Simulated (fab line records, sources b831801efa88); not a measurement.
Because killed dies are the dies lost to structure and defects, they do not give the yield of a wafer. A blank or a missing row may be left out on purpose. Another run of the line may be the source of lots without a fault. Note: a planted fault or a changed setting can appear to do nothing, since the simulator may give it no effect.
fab line records :: flow sfq-line
[record]
  lots = 15
  wafers = 44
  last-day = 92
route steps=325 shown I7@297
lots with no fault: from the same line, run without faults
start-h: hours from the record's first day to the start of the lot's first wafer shown :: wait-h: hours since the lot's step before :: " identical to the entry in the row above :: L1.1+2: a row that stands for several wafers :: - no value present, or no start provided :: * or withheld: withheld :: < > ~ a bound
route shown NAME@n: NAME is a module with steps in the file, n the number in the route of the first one :: usual: mean/standard deviation taken from wafers without a fault :: same: alike in all rows :: chamber/n: place in a boat :: sites: per-site readings :: _std_site: standard deviation across them :: _edge_site: outer sites' mean less inner sites' :: radius-mm: how far each site lies from the wafer's centre :: mask NAME#n: copy n :: behind: tool/chamber where the wafer was last shaped :: hold: the reason the lot was held/the length of the hold in hours/how it ended :: device: which transistor (n, p or np) failed to switch :: end of line: tests of these same wafers at the route's end :: a step with no rows: only its recipe :: killed: dies that structure and defects cost at the first sort, which is not the same as the wafer's yield :: map: dies across one wafer; x = killed, . = not, _ = none there
set.NAME: the setting the step ran with; set.NAME@STEP: the setting that earlier step ran with :: model.NAME: the simulator's own value behind a step, which no gauge read
the route's steps for a sample of lots (tables are steps, rows are wafers)
services: the hour from which a tool's chamber was out of use, counted from the record's first day as start-h (under 0 if before that day), plus the number of hours and why
[[steps]]
[step SFQ_TRILAYER_I7_CMP_CMP_184]
[recipe]
  material = SiO2
  down-force-psi = 3
  platen-rpm = 60
  pad-velocity-m-s = 0.94248
[usual]
  motor-current-A = 10.0/1.1
  time-to-endpoint-s = 217/8.1
lot.wafer: L343.2
tool: cmp-02
chamber: 0
start-h: 1805.01
wait-h: 2.8
motor-current-A: 11.0
time-to-endpoint-s: 214

lot.wafer: L343.6
tool: cmp-02
chamber: 0
start-h: 1807.01
wait-h: 4.7
motor-current-A: 10.6
time-to-endpoint-s: 217

lot.wafer: L343.5
tool: cmp-02
chamber: 1
start-h: 1807.01
wait-h: 4.7
motor-current-A: 10.7
time-to-endpoint-s: 225

lot.wafer: L344.1
tool: cmp-01
chamber: 0
start-h: 1815.01
wait-h: 6.7
motor-current-A: 9.4
time-to-endpoint-s: 209

lot.wafer: L344.4
tool: cmp-01
chamber: 3
start-h: 1816.51
wait-h: 8.1
motor-current-A: 10.5
time-to-endpoint-s: 217

lot.wafer: L344.5
tool: cmp-01
chamber: 1
start-h: 1817.51
wait-h: 9.1
motor-current-A: 11.5
time-to-endpoint-s: 226

lot.wafer: L345.4
tool: cmp-02
chamber: 2
start-h: 1820.01
wait-h: 6.5
motor-current-A: 7.9
time-to-endpoint-s: 224

lot.wafer: L345.3
tool: cmp-02
chamber: 1
start-h: 1821.51
wait-h: 8.1
motor-current-A: 10.0
time-to-endpoint-s: 218

lot.wafer: L345.6
tool: cmp-02
chamber: 3
start-h: 1822.51
wait-h: 9.0
motor-current-A: 11.3
time-to-endpoint-s: 210

lot.wafer: L346.4
tool: cmp-01
chamber: 1
start-h: 1834.51
wait-h: 16.2
motor-current-A: 11.2
time-to-endpoint-s: 222

lot.wafer: L346.6
tool: cmp-01
chamber: 2
start-h: 1834.51
wait-h: 16.2
motor-current-A: 10.3
time-to-endpoint-s: 212

lot.wafer: L346.5
tool: cmp-01
chamber: 3
start-h: 1834.51
wait-h: 16.2
motor-current-A: 9.7
time-to-endpoint-s: 221

lot.wafer: L347.4
tool: cmp-02
chamber: 1
start-h: 1836.80
wait-h: 14.9
motor-current-A: 10.0
time-to-endpoint-s: 228

lot.wafer: L347.6
tool: cmp-02
chamber: 0
start-h: 1838.30
wait-h: 16.4
motor-current-A: 10.1
time-to-endpoint-s: 231

lot.wafer: L347.5
tool: cmp-02
chamber: 1
start-h: 1838.30
wait-h: 16.4
motor-current-A: 9.9
time-to-endpoint-s: 221

lot.wafer: L348.2
tool: cmp-02
chamber: 0
start-h: 1839.30
wait-h: 16.0
motor-current-A: 10.0
time-to-endpoint-s: 225

lot.wafer: L348.4
tool: cmp-02
chamber: 2
start-h: 1840.30
wait-h: 17.0
motor-current-A: 8.2
time-to-endpoint-s: 220

lot.wafer: L348.1
tool: cmp-02
chamber: 3
start-h: 1840.30
wait-h: 17.0
motor-current-A: 11.4
time-to-endpoint-s: 212

lot.wafer: L349.3
tool: cmp-01
chamber: 0
start-h: 1843.01
wait-h: 18.8
motor-current-A: 9.0
time-to-endpoint-s: 214

lot.wafer: L349.2
tool: cmp-01
chamber: 1
start-h: 1843.01
wait-h: 18.8
motor-current-A: 11.5
time-to-endpoint-s: 212

lot.wafer: L349.6
tool: cmp-01
chamber: 3
start-h: 1844.51
wait-h: 20.2
motor-current-A: 10.0
time-to-endpoint-s: 204

lot.wafer: L350.2
tool: cmp-02
chamber: 1
start-h: 1845.80
wait-h: 12.9
motor-current-A: 10.2
time-to-endpoint-s: 208

lot.wafer: L350.6
tool: cmp-02
chamber: 0
start-h: 1847.30
wait-h: 14.3
motor-current-A: 10.3
time-to-endpoint-s: 219

lot.wafer: L350.5
tool: cmp-02
chamber: 1
start-h: 1847.30
wait-h: 14.3
motor-current-A: 10.0
time-to-endpoint-s: 216

lot.wafer: L356.3
tool: cmp-02
chamber: 2
start-h: 2039.20
wait-h: 2.9
motor-current-A: 7.8
time-to-endpoint-s: 285

lot.wafer: L356.6
tool: cmp-02
chamber: 1
start-h: 2040.70
wait-h: 4.4
motor-current-A: 10.3
time-to-endpoint-s: 229

lot.wafer: L356.5
tool: cmp-02
chamber: 2
start-h: 2040.70
wait-h: 4.4
motor-current-A: 8.1
time-to-endpoint-s: 242

lot.wafer: L357.4
tool: cmp-02
chamber: 1
start-h: 2041.70
wait-h: 1.8
motor-current-A: 9.8
time-to-endpoint-s: 292

lot.wafer: L357.1
tool: cmp-02
chamber: 3
start-h: 2042.70
wait-h: 2.8
motor-current-A: 10.8
time-to-endpoint-s: 227

lot.wafer: L358.2
tool: cmp-02
chamber: 2
start-h: 2046.91
wait-h: 0.0
motor-current-A: 8.1
time-to-endpoint-s: 225

lot.wafer: L358.3
tool: cmp-02
chamber: 1
start-h: 2048.41
wait-h: 1.5
motor-current-A: 10.0
time-to-endpoint-s: 274

lot.wafer: L358.6
tool: cmp-02
chamber: 2
start-h: 2048.41
wait-h: 1.5
motor-current-A: 7.8
time-to-endpoint-s: 227

lot.wafer: L360.3
tool: cmp-01
chamber: 3
start-h: 2087.54
wait-h: 2.2
motor-current-A: 10.2
time-to-endpoint-s: 207

lot.wafer: L360.1
tool: cmp-01
chamber: 0
start-h: 2087.54
wait-h: 2.2
motor-current-A: 9.3
time-to-endpoint-s: 222

lot.wafer: L360.6
tool: cmp-01
chamber: 3
start-h: 2089.54
wait-h: 4.1
motor-current-A: 10.4
time-to-endpoint-s: 212

lot.wafer: L363.2
tool: cmp-02
chamber: 3
start-h: 2115.55
wait-h: 0.0
motor-current-A: 11.6
time-to-endpoint-s: 212

lot.wafer: L363.4
tool: cmp-02
chamber: 2
start-h: 2117.05
wait-h: 1.5
motor-current-A: 7.8
time-to-endpoint-s: 223

lot.wafer: L363.6
tool: cmp-02
chamber: 3
start-h: 2117.05
wait-h: 1.5
motor-current-A: 11.5
time-to-endpoint-s: 224

lot.wafer: L364.3
tool: cmp-01
chamber: 0
start-h: 2119.37
wait-h: 1.0
motor-current-A: 9.2
time-to-endpoint-s: 209

lot.wafer: L364.4
tool: cmp-01
chamber: 1
start-h: 2119.37
wait-h: 1.0
motor-current-A: 11.5
time-to-endpoint-s: 215

lot.wafer: L364.5
tool: cmp-01
chamber: 2
start-h: 2119.37
wait-h: 1.0
motor-current-A: 10.1
time-to-endpoint-s: 220

lot.wafer: L365.2
tool: cmp-02
chamber: 2
start-h: 2125.70
wait-h: 0.0
motor-current-A: 7.8
time-to-endpoint-s: 210

lot.wafer: L365.3
tool: cmp-02
chamber: 0
start-h: 2126.70
wait-h: 1.0
motor-current-A: 10.9
time-to-endpoint-s: 219

lot.wafer: L365.5
tool: cmp-02
chamber: 2
start-h: 2127.70
wait-h: 2.0
motor-current-A: 8.2
time-to-endpoint-s: 221
[step SFQ_TRILAYER_I7_METRO_MEASURE_185]
[usual]
  thk-nm = 200.4/1.1
lot.wafer: L343.2
tool: film-metro-03
chamber: -
start-h: 1809.05
wait-h: 0.3
thk-nm: 202.2

lot.wafer: L343.5
tool: film-metro-03
chamber: -
start-h: 1809.05
wait-h: 0.3
thk-nm: 201.0

lot.wafer: L343.6
tool: film-metro-03
chamber: -
start-h: 1809.05
wait-h: 0.3
thk-nm: 202.9

lot.wafer: L344.1
tool: film-metro-03
chamber: -
start-h: 1818.13
wait-h: 0.1
thk-nm: 200.5

lot.wafer: L344.4
tool: film-metro-03
chamber: -
start-h: 1818.13
wait-h: 0.1
thk-nm: 199.0

lot.wafer: L344.5
tool: film-metro-03
chamber: -
start-h: 1818.13
wait-h: 0.1
thk-nm: 199.8

lot.wafer: L345.3
tool: film-metro-02
chamber: -
start-h: 1823.53
wait-h: 0.5
thk-nm: 200.3

lot.wafer: L345.4
tool: film-metro-02
chamber: -
start-h: 1823.53
wait-h: 0.5
thk-nm: 201.5

lot.wafer: L345.6
tool: film-metro-02
chamber: -
start-h: 1823.53
wait-h: 0.5
thk-nm: 201.8

lot.wafer: L346.4
tool: film-metro-02
chamber: -
start-h: 1836.73
wait-h: 0.6
thk-nm: 202.5

lot.wafer: L346.5
tool: film-metro-02
chamber: -
start-h: 1836.73
wait-h: 0.6
thk-nm: 198.8

lot.wafer: L346.6
tool: film-metro-02
chamber: -
start-h: 1836.73
wait-h: 0.6
thk-nm: 200.7

lot.wafer: L347.4
tool: film-metro-02
chamber: -
start-h: 1840.02
wait-h: 0.6
thk-nm: 200.5

lot.wafer: L347.5
tool: film-metro-02
chamber: -
start-h: 1840.02
wait-h: 0.6
thk-nm: 201.9

lot.wafer: L347.6
tool: film-metro-02
chamber: -
start-h: 1840.02
wait-h: 0.6
thk-nm: 202.1

lot.wafer: L348.1
tool: film-metro-01
chamber: -
start-h: 1842.42
wait-h: 0.1
thk-nm: 200.9

lot.wafer: L348.2
tool: film-metro-01
chamber: -
start-h: 1842.42
wait-h: 0.1
thk-nm: 202.8

lot.wafer: L348.4
tool: film-metro-01
chamber: -
start-h: 1842.42
wait-h: 0.1
thk-nm: 201.1

lot.wafer: L349.2
tool: film-metro-02
chamber: -
start-h: 1845.33
wait-h: 0.3
thk-nm: 199.4

lot.wafer: L349.3
tool: film-metro-02
chamber: -
start-h: 1845.33
wait-h: 0.3
thk-nm: 199.0

lot.wafer: L349.6
tool: film-metro-02
chamber: -
start-h: 1845.33
wait-h: 0.3
thk-nm: 199.6

lot.wafer: L350.2
tool: film-metro-01
chamber: -
start-h: 1848.62
wait-h: 0.3
thk-nm: 200.4

lot.wafer: L350.5
tool: film-metro-01
chamber: -
start-h: 1848.62
wait-h: 0.3
thk-nm: 201.3

lot.wafer: L350.6
tool: film-metro-01
chamber: -
start-h: 1848.62
wait-h: 0.3
thk-nm: 200.2

lot.wafer: L356.3
tool: film-metro-01
chamber: -
start-h: 2042.22
wait-h: 0.5
thk-nm: 308.6

lot.wafer: L356.5
tool: film-metro-01
chamber: -
start-h: 2042.22
wait-h: 0.5
thk-nm: 199.9

lot.wafer: L356.6
tool: film-metro-01
chamber: -
start-h: 2042.22
wait-h: 0.5
thk-nm: 200.2

lot.wafer: L357.1
tool: film-metro-03
chamber: -
start-h: 2044.82
wait-h: 0.1
thk-nm: 199.3

lot.wafer: L357.4
tool: film-metro-03
chamber: -
start-h: 2044.82
wait-h: 0.1
thk-nm: 309.7

lot.wafer: L358.2
tool: film-metro-03
chamber: -
start-h: 2050.23
wait-h: 0.3
thk-nm: 201.3

lot.wafer: L358.3
tool: film-metro-03
chamber: -
start-h: 2050.23
wait-h: 0.3
thk-nm: 303.6

lot.wafer: L358.6
tool: film-metro-03
chamber: -
start-h: 2050.23
wait-h: 0.3
thk-nm: 201.3

lot.wafer: L360.1
tool: film-metro-01
chamber: -
start-h: 2090.16
wait-h: 0.1
thk-nm: 200.5

lot.wafer: L360.3
tool: film-metro-01
chamber: -
start-h: 2090.16
wait-h: 0.1
thk-nm: 199.9

lot.wafer: L360.6
tool: film-metro-01
chamber: -
start-h: 2090.16
wait-h: 0.1
thk-nm: 199.2

lot.wafer: L363.2
tool: film-metro-03
chamber: -
start-h: 2118.87
wait-h: 0.3
thk-nm: 200.5

lot.wafer: L363.4
tool: film-metro-03
chamber: -
start-h: 2118.87
wait-h: 0.3
thk-nm: 200.8

lot.wafer: L363.6
tool: film-metro-03
chamber: -
start-h: 2118.87
wait-h: 0.3
thk-nm: 199.1

lot.wafer: L364.3
tool: film-metro-01
chamber: -
start-h: 2121.89
wait-h: 0.5
thk-nm: 201.2

lot.wafer: L364.4
tool: film-metro-01
chamber: -
start-h: 2121.89
wait-h: 0.5
thk-nm: 201.2

lot.wafer: L364.5
tool: film-metro-01
chamber: -
start-h: 2121.89
wait-h: 0.5
thk-nm: 198.2

lot.wafer: L365.2
tool: film-metro-01
chamber: -
start-h: 2129.02
wait-h: 0.3
thk-nm: 202.1

lot.wafer: L365.3
tool: film-metro-01
chamber: -
start-h: 2129.02
wait-h: 0.3
thk-nm: 201.7

lot.wafer: L365.5
tool: film-metro-01
chamber: -
start-h: 2129.02
wait-h: 0.3
thk-nm: 201.8
[step SFQ_TRILAYER_I7_VIA_ETCH_VIA_ETCH_190]
[recipe]
  target = SiO2
  stop-on = Nb
  mask-material = PR
  taper-deg = 20
  chemistry = CHF3
  target-depth-nm = 260
  source-w = 500
  bias-w = 80
  pressure-mtorr = 30
  time-s = withheld
[usual]
  drypump-motor-current-A = 5.8/0.43
  oes-product-au = 0.856/0.0051
lot.wafer: L343.2
tool: rie-diel-01
chamber: 2
start-h: 1903.44
wait-h: 0.0
drypump-motor-current-A: 5.9
oes-product-au: 0.860

lot.wafer: L343.5
tool: rie-diel-01
chamber: 2
start-h: 1903.44
wait-h: 0.0
drypump-motor-current-A: 5.9
oes-product-au: 0.848

lot.wafer: L343.6
tool: rie-diel-01
chamber: 3
start-h: 1903.44
wait-h: 0.0
drypump-motor-current-A: 6.7
oes-product-au: 0.861

lot.wafer: L344.1
tool: rie-diel-03
chamber: 2
start-h: 1909.44
wait-h: 0.0
drypump-motor-current-A: 5.9
oes-product-au: 0.852

lot.wafer: L344.4
tool: rie-diel-03
chamber: 3
start-h: 1909.44
wait-h: 0.0
drypump-motor-current-A: 5.6
oes-product-au: 0.849

lot.wafer: L344.5
tool: rie-diel-03
chamber: 0
start-h: 1909.44
wait-h: 0.0
drypump-motor-current-A: 5.3
oes-product-au: 0.842

lot.wafer: L345.3
tool: rie-diel-01
chamber: 3
start-h: 1914.24
wait-h: 0.0
drypump-motor-current-A: 6.7
oes-product-au: 0.855

lot.wafer: L345.4
tool: rie-diel-01
chamber: 1
start-h: 1914.24
wait-h: 0.0
drypump-motor-current-A: 5.4
oes-product-au: 0.862

lot.wafer: L345.6
tool: rie-diel-01
chamber: 2
start-h: 1914.24
wait-h: 0.0
drypump-motor-current-A: 5.9
oes-product-au: 0.863

lot.wafer: L346.4
tool: rie-diel-02
chamber: 2
start-h: 1931.17
wait-h: 0.0
drypump-motor-current-A: 6.0
oes-product-au: 0.863

lot.wafer: L346.5
tool: rie-diel-02
chamber: 3
start-h: 1931.17
wait-h: 0.0
drypump-motor-current-A: 5.6
oes-product-au: 0.849

lot.wafer: L346.6
tool: rie-diel-02
chamber: 0
start-h: 1931.17
wait-h: 0.0
drypump-motor-current-A: 5.6
oes-product-au: 0.855

lot.wafer: L347.4
tool: rie-diel-03
chamber: 0
start-h: 1938.55
wait-h: 0.1
drypump-motor-current-A: 5.4
oes-product-au: 0.856

lot.wafer: L347.5
tool: rie-diel-03
chamber: 1
start-h: 1938.55
wait-h: 0.1
drypump-motor-current-A: 6.5
oes-product-au: 0.866

lot.wafer: L347.6
tool: rie-diel-03
chamber: 2
start-h: 1938.55
wait-h: 0.1
drypump-motor-current-A: 5.9
oes-product-au: 0.854

lot.wafer: L348.1
tool: rie-diel-02
chamber: 2
start-h: 1943.29
wait-h: 0.0
drypump-motor-current-A: 6.1
oes-product-au: 0.861

lot.wafer: L348.2
tool: rie-diel-02
chamber: 3
start-h: 1943.29
wait-h: 0.0
drypump-motor-current-A: 5.6
oes-product-au: 0.869

lot.wafer: L348.4
tool: rie-diel-02
chamber: 0
start-h: 1943.29
wait-h: 0.0
drypump-motor-current-A: 5.6
oes-product-au: 0.856

lot.wafer: L349.2
tool: rie-diel-03
chamber: 1
start-h: 1945.69
wait-h: 0.0
drypump-motor-current-A: 6.5
oes-product-au: 0.851

lot.wafer: L349.3
tool: rie-diel-03
chamber: 3
start-h: 1945.69
wait-h: 0.0
drypump-motor-current-A: 5.6
oes-product-au: 0.855

lot.wafer: L349.6
tool: rie-diel-03
chamber: 1
start-h: 1945.69
wait-h: 0.0
drypump-motor-current-A: 6.5
oes-product-au: 0.852

lot.wafer: L350.2
tool: rie-diel-02
chamber: 3
start-h: 1954.22
wait-h: 0.0
drypump-motor-current-A: 5.6
oes-product-au: 0.857

lot.wafer: L350.5
tool: rie-diel-02
chamber: 0
start-h: 1954.22
wait-h: 0.0
drypump-motor-current-A: 5.6
oes-product-au: 0.856

lot.wafer: L350.6
tool: rie-diel-02
chamber: 3
start-h: 1954.22
wait-h: 0.0
drypump-motor-current-A: 5.6
oes-product-au: 0.852

lot.wafer: L356.3
tool: rie-diel-02
chamber: 0
start-h: 2047.10
wait-h: 0.0
drypump-motor-current-A: 5.6
oes-product-au: 0.991

lot.wafer: L356.5
tool: rie-diel-02
chamber: 1
start-h: 2047.10
wait-h: 0.0
drypump-motor-current-A: 5.6
oes-product-au: 0.857

lot.wafer: L356.6
tool: rie-diel-02
chamber: 0
start-h: 2047.10
wait-h: 0.0
drypump-motor-current-A: 5.6
oes-product-au: 0.859

lot.wafer: L357.1
tool: rie-diel-01
chamber: 3
start-h: 2048.34
wait-h: 0.0
drypump-motor-current-A: 6.7
oes-product-au: 0.851

lot.wafer: L357.4
tool: rie-diel-01
chamber: 0
start-h: 2048.34
wait-h: 0.0
drypump-motor-current-A: 5.6
oes-product-au: 1.005

lot.wafer: L358.2
tool: rie-diel-03
chamber: 3
start-h: 2060.34
wait-h: 0.0
drypump-motor-current-A: 5.6
oes-product-au: 0.851

lot.wafer: L358.3
tool: rie-diel-03
chamber: 2
start-h: 2060.34
wait-h: 0.0
drypump-motor-current-A: 5.9
oes-product-au: 1.008

lot.wafer: L358.6
tool: rie-diel-03
chamber: 2
start-h: 2060.34
wait-h: 0.0
drypump-motor-current-A: 5.9
oes-product-au: 0.864

lot.wafer: L360.1
tool: rie-diel-02
chamber: 2
start-h: 2094.45
wait-h: 0.0
drypump-motor-current-A: 6.0
oes-product-au: 0.855

lot.wafer: L360.3
tool: rie-diel-02
chamber: 0
start-h: 2094.45
wait-h: 0.0
drypump-motor-current-A: 5.6
oes-product-au: 0.855

lot.wafer: L360.6
tool: rie-diel-02
chamber: 1
start-h: 2094.45
wait-h: 0.0
drypump-motor-current-A: 5.6
oes-product-au: 0.849

lot.wafer: L363.2
tool: rie-diel-03
chamber: 2
start-h: 2187.22
wait-h: 0.0
drypump-motor-current-A: 5.9
oes-product-au: 0.862

lot.wafer: L363.4
tool: rie-diel-03
chamber: 0
start-h: 2187.22
wait-h: 0.0
drypump-motor-current-A: 5.3
oes-product-au: 0.862

lot.wafer: L363.6
tool: rie-diel-03
chamber: 3
start-h: 2187.22
wait-h: 0.0
drypump-motor-current-A: 5.6
oes-product-au: 0.858

lot.wafer: L364.3
tool: rie-diel-01
chamber: 2
start-h: 2192.02
wait-h: 0.0
drypump-motor-current-A: 5.9
oes-product-au: 0.861

lot.wafer: L364.4
tool: rie-diel-01
chamber: 1
start-h: 2192.02
wait-h: 0.0
drypump-motor-current-A: 5.4
oes-product-au: 0.857

lot.wafer: L364.5
tool: rie-diel-01
chamber: 3
start-h: 2192.02
wait-h: 0.0
drypump-motor-current-A: 6.7
oes-product-au: 0.850

lot.wafer: L365.2
tool: rie-diel-03
chamber: 2
start-h: 2199.22
wait-h: 0.0
drypump-motor-current-A: 5.9
oes-product-au: 0.856

lot.wafer: L365.3
tool: rie-diel-03
chamber: 0
start-h: 2199.22
wait-h: 0.0
drypump-motor-current-A: 5.3
oes-product-au: 0.853

lot.wafer: L365.5
tool: rie-diel-03
chamber: 2
start-h: 2199.22
wait-h: 0.0
drypump-motor-current-A: 5.9
oes-product-au: 0.864
[[services]]
tool: cmp-01
chamber: -
start-h: 1787.92
hours: 4.0
kind: pm

tool: cmp-01
chamber: -
start-h: 1798.74
hours: 2.7
kind: repair

tool: rie-diel-03
chamber: -
start-h: 1824.55
hours: 0.2
kind: repair

tool: film-metro-01
chamber: -
start-h: 1831.60
hours: 2.4
kind: pm

tool: film-metro-01
chamber: -
start-h: 1846.07
hours: 1.1
kind: pm

tool: rie-diel-02
chamber: -
start-h: 1861.09
hours: 2.8
kind: pm

tool: cmp-01
chamber: -
start-h: 1866.36
hours: 0.3
kind: repair

tool: rie-diel-03
chamber: 3
start-h: 1878.82
hours: 13.1
kind: repair

tool: rie-diel-03
chamber: 1
start-h: 1887.14
hours: 1.2
kind: repair

tool: film-metro-01
chamber: -
start-h: 1906.00
hours: 0.5
kind: pm

tool: cmp-02
chamber: -
start-h: 1907.58
hours: 3.4
kind: repair

tool: cmp-02
chamber: -
start-h: 1930.16
hours: 0.3
kind: repair

tool: cmp-02
chamber: -
start-h: 1939.08
hours: 4.0
kind: pm

tool: film-metro-01
chamber: -
start-h: 1954.94
hours: 0.4
kind: pm

tool: cmp-02
chamber: -
start-h: 2001.46
hours: 0.5
kind: repair

tool: cmp-02
chamber: -
start-h: 2016.94
hours: 3.1
kind: repair

tool: rie-diel-03
chamber: 1
start-h: 2022.44
hours: 6.3
kind: repair

tool: rie-diel-03
chamber: 2
start-h: 2028.33
hours: 7.8
kind: repair

tool: film-metro-01
chamber: -
start-h: 2076.60
hours: 1.5
kind: pm

tool: film-metro-01
chamber: -
start-h: 2112.56
hours: 2.4
kind: pm

tool: cmp-02
chamber: -
start-h: 2131.92
hours: 5.9
kind: pm

tool: film-metro-01
chamber: -
start-h: 2151.00
hours: 0.7
kind: pm

tool: cmp-02
chamber: -
start-h: 2180.91
hours: 0.5
kind: repair

tool: cmp-02
chamber: -
start-h: 2187.18
hours: 1.0
kind: repair
[[key]]
[first-sign]
  step = SFQ_TRILAYER_I7_CMP_CMP_184
  reading = time-to-endpoint-s
  direction = up
  sigmas = 8.2
  usual = *
  struck = *
[effect]
  step = SFQ_TRILAYER_I7_METRO_MEASURE_185
  reading = thk-nm
  direction = up
  sigmas = 99
  usual = 200.4
  struck = 307.3
[effect]
  step = SFQ_TRILAYER_I7_VIA_ETCH_VIA_ETCH_190
  reading = oes-product-au
  direction = up
  sigmas = 28
  usual = 0.856
  struck = 1.001
met-at SFQ_TRILAYER_I7_CMP_CMP_184
struck-lots L356,L357,L358
struck-wafers L356.3,L357.4,L358.3
[fault]
  kind = process-parameter-drift
  tool = cmp-02
  chamber = -
  onset-h = 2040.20
  steps = SFQ_TRILAYER_I7_CMP_CMP_184
  channel = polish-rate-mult
  offset = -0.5
  shape = step
  end-h = 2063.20
  scope = struck-wafers-only
